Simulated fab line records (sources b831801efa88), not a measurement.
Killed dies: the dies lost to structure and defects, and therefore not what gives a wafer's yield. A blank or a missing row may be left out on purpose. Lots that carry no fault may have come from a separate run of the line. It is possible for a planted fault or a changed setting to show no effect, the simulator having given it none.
Which tool did it? :: flow sky130 :: 10 lots, 29 wafers sampled, at 4 steps of a route of 708

== WHAT EACH GAUGE READ, for each wafer ==
SKY_VIA4_OVL_MEAS_11. Usual: VIA4_OVL gives -0.8 nm (standard deviation 1.3).
lot: L706
measured: day 43 15:08
on: overlay-02
VIA4_OVL (nm): -1.8 -0.9 -1.3
flag: 

lot: L708
measured: day 45 08:14
on: overlay-02
VIA4_OVL (nm): 0.3 -0.1 -0.4
flag: 

lot: L710
measured: day 45 11:44
on: overlay-01
VIA4_OVL (nm): 1.5 0.3 0.1
flag: 

lot: L712
measured: day 46 03:23
on: overlay-02
VIA4_OVL (nm): -0.3 0.4 -0.1
flag: 

lot: L713
measured: day 46 05:17
on: overlay-01
VIA4_OVL (nm): 0.5 1.2 1.5
flag: 

lot: L714
measured: day 46 08:47
on: overlay-01
VIA4_OVL (nm): -0.2 0.0
flag: 

lot: L722
measured: day 48 01:23
on: overlay-02
VIA4_OVL (nm): -0.7 -1.9 -0.8
flag: 

lot: L724
measured: day 48 05:28
on: overlay-01
VIA4_OVL (nm): 0.0 -0.4 0.7
flag: 

lot: L726
measured: day 48 21:11
on: overlay-01
VIA4_OVL (nm): -0.8 -0.9 -1.3
flag: 

lot: L727
measured: day 49 00:46
on: overlay-02
VIA4_OVL (nm): 0.5 -0.2 0.3
flag: 

SKY_PASSIVATION_THK_MEAS_03. Usual: PASSIVATION_CVD_02_THK gives 539 nm (standard deviation 7.2).
lot: L706
measured: day 44 18:49
on: film-metro-02
PASSIVATION_CVD_02_THK (nm): 542 533 537
flag: 

lot: L708
measured: day 46 09:13
on: film-metro-03
PASSIVATION_CVD_02_THK (nm): 541 547 547
flag: 

lot: L710
measured: day 46 11:30
on: film-metro-03
PASSIVATION_CVD_02_THK (nm): 533 531 541
flag: 

lot: L712
measured: day 47 03:14
on: film-metro-02
PASSIVATION_CVD_02_THK (nm): 531 534 544
flag: 

lot: L713
measured: day 47 04:50
on: film-metro-03
PASSIVATION_CVD_02_THK (nm): 542 534 562
flag: 

lot: L714
measured: day 47 07:48
on: film-metro-02
PASSIVATION_CVD_02_THK (nm): 535 531 535 531
flag: 

lot: L722
measured: day 48 23:47
on: film-metro-02
PASSIVATION_CVD_02_THK (nm): 532 541 541
flag: 

lot: L724
measured: day 49 04:02
on: film-metro-04
PASSIVATION_CVD_02_THK (nm): 530 544 538
flag: 

lot: L726
measured: day 49 16:28
on: film-metro-04
PASSIVATION_CVD_02_THK (nm): 545 550 556
flag: 

lot: L727
measured: day 49 20:58
on: film-metro-03
PASSIVATION_CVD_02_THK (nm): 541 545 539
flag: 

== EACH LOT AND THE TOOL THAT RAN IT (in order: tool; ch and the chambers of the sampled wafers; start) ==
lot: L706
SKY_SPACER_ETCHBACK_02: rie-diel-04 ch 2,3, day 23 19:41
SKY_VIA4_SPUTTER_17: pvd-sputter-01, day 43 15:52

lot: L708
SKY_SPACER_ETCHBACK_02: rie-diel-03 ch 0,1,2, day 25 23:26
SKY_VIA4_SPUTTER_17: pvd-sputter-01, day 45 08:56

lot: L710
SKY_SPACER_ETCHBACK_02: rie-diel-03 ch 0,1,2, day 26 07:47
SKY_VIA4_SPUTTER_17: pvd-sputter-01, day 45 12:27

lot: L712
SKY_SPACER_ETCHBACK_02: rie-diel-03 ch 1,2, day 26 23:37
SKY_VIA4_SPUTTER_17: pvd-sputter-02, day 46 04:05

lot: L713
SKY_SPACER_ETCHBACK_02: rie-diel-03 ch 0,2,3, day 27 05:02
SKY_VIA4_SPUTTER_17: pvd-sputter-04, day 46 06:02

lot: L714
SKY_SPACER_ETCHBACK_02: rie-diel-03 ch 2, day 27 09:38
SKY_VIA4_SPUTTER_17: pvd-sputter-04, day 46 09:55

lot: L722
SKY_SPACER_ETCHBACK_02: rie-diel-04 ch 0,3, day 29 15:05
SKY_VIA4_SPUTTER_17: pvd-sputter-01, day 48 02:05

lot: L724
SKY_SPACER_ETCHBACK_02: rie-diel-04 ch 1,2,3, day 29 23:26
SKY_VIA4_SPUTTER_17: pvd-sputter-02, day 48 06:14

lot: L726
SKY_SPACER_ETCHBACK_02: rie-diel-03 ch 0,1,3, day 30 23:00
SKY_VIA4_SPUTTER_17: pvd-sputter-01, day 48 21:53

lot: L727
SKY_SPACER_ETCHBACK_02: rie-diel-04 ch 0,2,3, day 31 00:14
SKY_VIA4_SPUTTER_17: pvd-sputter-01, day 49 01:26
- SKY_SPACER_ETCHBACK_02: etches Si3N4 in CH3F/O2, stops on SiO2, time 46.7 s, target depth 45 nm.
- SKY_VIA4_SPUTTER_17: material TiN, target thk 20 nm, time 80 s.

== WHAT THE TOOLS THEMSELVES READ (means of the sampled wafers that have a number; where no wafer has one, the mark that the record gives instead) ==
SKY_SPACER_ETCHBACK_02. Usual: ch3f-flow-sccm 40.00 sccm, standard deviation 0.11; chamber-pressure-mTorr 25.002 mTorr, standard deviation 0.022; drypump-motor-current-A 5.5 A, standard deviation 0.47; oes-product-au 0.855 a.u., standard deviation 0.0062; rf-fwd-power-W 396.3 W, standard deviation 1.6; throttle-valve-pct 10.563 %, standard deviation 0.0093.
lot: L706
tool: rie-diel-04
ch3f-flow-sccm (sccm): 40.07
chamber-pressure-mTorr (mTorr): 25.019
drypump-motor-current-A (A): 5.1
oes-product-au (a.u.): 0.854
rf-fwd-power-W (W): 396.2
throttle-valve-pct (%): 10.571
flag: 

lot: L708
tool: rie-diel-03
ch3f-flow-sccm (sccm): 40.09
chamber-pressure-mTorr (mTorr): 25.004
drypump-motor-current-A (A): 5.6
oes-product-au (a.u.): 0.861
rf-fwd-power-W (W): 397.6
throttle-valve-pct (%): 10.568
flag: 

lot: L710
tool: rie-diel-03
ch3f-flow-sccm (sccm): 39.94
chamber-pressure-mTorr (mTorr): 25.003
drypump-motor-current-A (A): 5.6
oes-product-au (a.u.): 0.857
rf-fwd-power-W (W): 397.8
throttle-valve-pct (%): 10.561
flag: 

lot: L712
tool: rie-diel-03
ch3f-flow-sccm (sccm): 40.04
chamber-pressure-mTorr (mTorr): 24.994
drypump-motor-current-A (A): 5.2
oes-product-au (a.u.): 0.859
rf-fwd-power-W (W): 397.5
throttle-valve-pct (%): 10.574
flag: 

lot: L713
tool: rie-diel-03
ch3f-flow-sccm (sccm): 40.03
chamber-pressure-mTorr (mTorr): 25.002
drypump-motor-current-A (A): 5.5
oes-product-au (a.u.): 0.853
rf-fwd-power-W (W): 396.5
throttle-valve-pct (%): 10.559
flag: 

lot: L714
tool: rie-diel-03
ch3f-flow-sccm (sccm): 40.02
chamber-pressure-mTorr (mTorr): 25.006
drypump-motor-current-A (A): 5.1
oes-product-au (a.u.): 0.848
rf-fwd-power-W (W): 399.1
throttle-valve-pct (%): 10.572
flag: 

lot: L722
tool: rie-diel-04
ch3f-flow-sccm (sccm): 40.02
chamber-pressure-mTorr (mTorr): 25.018
drypump-motor-current-A (A): 5.1
oes-product-au (a.u.): 0.856
rf-fwd-power-W (W): 395.0
throttle-valve-pct (%): 10.554
flag: 

lot: L724
tool: rie-diel-04
ch3f-flow-sccm (sccm): 39.97
chamber-pressure-mTorr (mTorr): 24.979
drypump-motor-current-A (A): 5.5
oes-product-au (a.u.): 0.862
rf-fwd-power-W (W): 394.9
throttle-valve-pct (%): 10.559
flag: 

lot: L726
tool: rie-diel-03
ch3f-flow-sccm (sccm): 40.03
chamber-pressure-mTorr (mTorr): 24.978
drypump-motor-current-A (A): 5.6
oes-product-au (a.u.): 0.859
rf-fwd-power-W (W): 397.2
throttle-valve-pct (%): 10.557
flag: 

lot: L727
tool: rie-diel-04
ch3f-flow-sccm (sccm): 39.93
chamber-pressure-mTorr (mTorr): 25.007
drypump-motor-current-A (A): 5.1
oes-product-au (a.u.): 0.848
rf-fwd-power-W (W): 395.3
throttle-valve-pct (%): 10.564
flag: 

SKY_VIA4_SPUTTER_17. Usual: throttle-valve-pct at 30.0 %, with a standard deviation of 1.2.
lot: L706
tool: pvd-sputter-01
throttle-valve-pct (%): 29.4
flag: 

lot: L708
tool: pvd-sputter-01
throttle-valve-pct (%): 30.2
flag: 

lot: L710
tool: pvd-sputter-01
throttle-valve-pct (%): 29.4
flag: 

lot: L712
tool: pvd-sputter-02
throttle-valve-pct (%): 30.8
flag: 

lot: L713
tool: pvd-sputter-04
throttle-valve-pct (%): 30.5
flag: 

lot: L714
tool: pvd-sputter-04
throttle-valve-pct (%): 30.3
flag: 

lot: L722
tool: pvd-sputter-01
throttle-valve-pct (%): 28.7
flag: 

lot: L724
tool: pvd-sputter-02
throttle-valve-pct (%): 30.5
flag: 

lot: L726
tool: pvd-sputter-01
throttle-valve-pct (%): 29.6
flag: 

lot: L727
tool: pvd-sputter-01
throttle-valve-pct (%): 29.3
flag: 

== THE ANSWER, worked out from the rows above alone ==
Rule: take the mean of a lot's wafers that have a number; if it is more than 3 standard deviations from the usual mean, the lot is off. A lot without any number at a reading at which 4 lots or more have one is off too. Where the step has rows for the other lots, those lots are counted as sound. Order of review: gauges by route order, followed by the tools' own readings, for which a lot's mean as printed above is used. At the first step where some lot is off, the reading lying furthest off is the one used; lots without a number count as furthest.
Across all readings shown, no lot is off: no conclusion can be drawn from this.

== WHAT THE SIMULATOR HAD INSERTED ==
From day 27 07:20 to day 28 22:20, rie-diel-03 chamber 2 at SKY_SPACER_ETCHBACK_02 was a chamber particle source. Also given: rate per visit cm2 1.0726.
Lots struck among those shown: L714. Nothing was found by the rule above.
